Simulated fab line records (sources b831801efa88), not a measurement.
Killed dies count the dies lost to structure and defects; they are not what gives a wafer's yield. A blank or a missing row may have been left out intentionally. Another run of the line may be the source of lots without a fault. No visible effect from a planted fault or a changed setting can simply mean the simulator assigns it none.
Chamber matching + flow gf180mcu + GF_CONTACT_CMP_04 on cmp-01: 4 sister chambers
The step polishes SiO2. 8 wafers are shown with their chamber, then 10 later ones without.

EACH WAFER AND ITS CHAMBER
| wafer  | chamber | motor-current-A (A) | platen-rpm (rpm) |
|--------|---------|---------------------|------------------|
| L699.1 | 2       | 11.3                | 59.95            |
| L699.4 | 1       | 11.3                | 60.03            |
| L703.2 | 2       | 11.4                | 60.05            |
| L705.2 | 1       | 11.7                | 59.96            |
| L705.3 | 3       | 15.1                | 60.03            |
| L705.6 | 0       | 13.8                | 60.00            |
| L706.3 | 3       | 15.4                | 60.00            |
| L706.4 | 0       | 14.0                | 60.05            |

WAFERS MISSING THEIR CHAMBER
| wafer  | motor-current-A (A) | platen-rpm (rpm) |
|--------|---------------------|------------------|
| L706.6 | 15.9                | 60.02            |
| L707.3 | 15.1                | 59.93            |
| L707.4 | 11.4                | 59.99            |
| L707.5 | 15.2                | 59.93            |
| L717.1 | 11.9                | 59.98            |
| L717.3 | 16.0                | 60.01            |
| L717.6 | 11.3                | 59.98            |
| L719.1 | 11.5                | 60.02            |
| L719.2 | 15.6                | 60.02            |
| L719.5 | 12.3                | 60.07            |

EACH ONE'S CHAMBER
| wafer  | from the rows above     | in truth |
|--------|-------------------------|----------|
| L706.6 | 3                       | 3        |
| L707.3 | 3                       | 3        |
| L707.4 | can't be placed: 2 or 1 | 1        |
| L707.5 | 3                       | 3        |
| L717.1 | can't be placed: 1 or 2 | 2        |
| L717.3 | 3                       | 3        |
| L717.6 | can't be placed: 2 or 1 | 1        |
| L719.1 | can't be placed: 1 or 2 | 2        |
| L719.2 | 3                       | 3        |
| L719.5 | can't be placed: 1 or 2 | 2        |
Correctly placed: 5 of 10. These rows do not allow placing 5 (true chamber among the candidates in 5). Wrongly placed: 0.
How it was worked out, from the rows above alone: a wafer's distance from a chamber is the root of the sum, over the readings, of the square of ((its reading less the chamber's mean) divided by the reading's scatter). The wafer belongs to the nearest chamber; if the next one is less than 2 further off, it can't be placed. For every chamber, the mean is computed from those of its wafers that are shown. The scatter is the square root of a quotient: the sum, over the shown wafers, of each reading's squared deviation from its chamber's mean, divided by wafers minus chambers.
